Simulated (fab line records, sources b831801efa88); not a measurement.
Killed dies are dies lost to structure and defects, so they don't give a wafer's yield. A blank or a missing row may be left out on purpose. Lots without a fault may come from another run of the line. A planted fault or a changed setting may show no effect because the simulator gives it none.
A struck lot beside a sound one | flow sky130 | 16 steps out of a route of 708
Sound: wafers L904.1, L904.3, L904.4. Struck: wafers L908.2, L908.4, L908.6. The cause comes at the end.
At each step with rows: each side's tool, then ch and its chambers, then its first start. Under that, the readings that differ: sound wafers | struck wafers | difference of the means | sigmas: that difference in standard deviations of wafers without a fault.
alike: readings whose means differ by less than 2 such deviations, and words and numbers that are the same on both sides. not compared: withheld readings, readings that some wafer has no value for, bounds like >300 that may hide the same value, and numbers for which the record gives no deviation and whose values overlap.
The two part at a step that has a row with sigmas, a row that says differs or no value, or rows on one side only. Numbers that don't overlap but have no deviation are shown without sigmas and don't part them. A reading that every wafer of one side lacks parts them only if that side has two wafers or more.

first, 3 steps without rows for these wafers: SKY_VIA3_EXPOSE_09 (exposes mask VIM3, target cd 200 nm); SKY_VIA3_PEB_10; SKY_VIA3_DEVELOP_11 (develop time 60 s).
SKY_VIA3_CD_MEAS_12: target cd 200 nm.
  sound on cd_sem-01, day 40 05:21; struck on cd_sem-02, day 41 12:17
  alike: cd_nm
SKY_VIA3_OVL_MEAS_13:
  sound on overlay-02, day 40 05:28; struck on overlay-01, day 41 12:24
  alike: VIA3_OVL
SKY_VIA3_ETCH_14: etches BARC in N2/H2, stops on SiO2, time 45.9 s, target depth 60 nm.
  sound on rie_diel-04 ch 1,2,3, day 40 05:31; struck on rie_diel-03 ch 0,1,3, day 41 12:26
  alike: drypump_motor_current_A, oes_product_au, throttle_valve_pct
  not compared: rf_hours_counter_h
SKY_VIA3_ETCH_15: etches SiO2 in C4F8/O2/Ar, stops on TiN, target depth 507 nm, time 78 s.
  sound on rie_diel-04 ch 1,2,3, day 40 05:33; struck on rie_diel-03 ch 0,1,3, day 41 12:28
  alike: oes_product_au
  not compared: rf_hours_counter_h
SKY_VIA3_STRIP_16: strips in O2/N2.
  sound on plasma_asher-04 ch 0,1, day 40 05:37; struck on plasma_asher-04 ch 0,1, day 41 12:32
  alike: drypump_motor_current_A, oes_product_au, strip_time_to_endpoint_s
  not compared: rf_hours_counter_h
then, 3 steps without rows for these wafers: SKY_VIA3_STRIP_17 (strips in post etch residue remover, time 1200 s); SKY_VIA3_CLEAN_18 (cleans in IPA, time 180 s); SKY_VIA3_CLEAN_19 (cleans in O3/DIW).
SKY_VIA3_SPUTTER_20: material TiN, target thk 20 nm, time 80 s.
  sound on pvd_sputter-04, day 40 06:13; struck on pvd_sputter-03, day 41 13:14
  alike: throttle_valve_pct
SKY_VIA3_CVD_21: deposits W, target thk 390 nm, time 117.31 s.
  sound on cvd_w-01 ch 1, day 40 06:16; struck on cvd_w-02 ch 0,1, day 41 13:18
  no value came back on the struck wafers for chamber_pressure_Torr (Torr), heater_power_outer_w (W), heater_power_w (W); on the sound wafers chamber_pressure_Torr (Torr) reads 40.06 39.98 39.88
SKY_VIA3_RS_MEAS_22: measures by four-point-probe.
  sound on film_metro-01, day 40 06:31; struck on film_metro-01, day 41 13:27
  reading            | sound             | struck               | difference | sigmas
  VIA3_W_RS (ohm/sq) | 0.290 0.288 0.291 | 57.476 57.011 57.227 | +56.948    | +99 or more
SKY_VIA3_THK_MEAS_23: measures by xrf.
  sound on film_metro-01, day 40 06:38; struck on film_metro-01, day 41 13:34
  not compared: VIA3_W_THK
SKY_VIA3_CMP_24: polishes, stops on SiO2, t overpolish 20 s, target thk 0 nm.
  sound on cmp-02 ch 1,2,3, day 40 06:41; struck on cmp-02 ch 1,2,3, day 41 13:37
  reading                | sound     | struck | difference | sigmas
  time_to_endpoint_s (s) | 99 99 104 | 5 6 4  | -96        | -24
  alike: edge_zone_pressure_frac, motor_current_A, slurry_flow_ml_min

WHERE THEY PART
First at SKY_VIA3_CVD_21; last, within this record, at SKY_VIA3_CMP_24.

WHY: what the simulator had put in
Skipped step whole: cvd_w-02, from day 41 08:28 on, at SKY_VIA3_CVD_21. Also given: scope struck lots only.
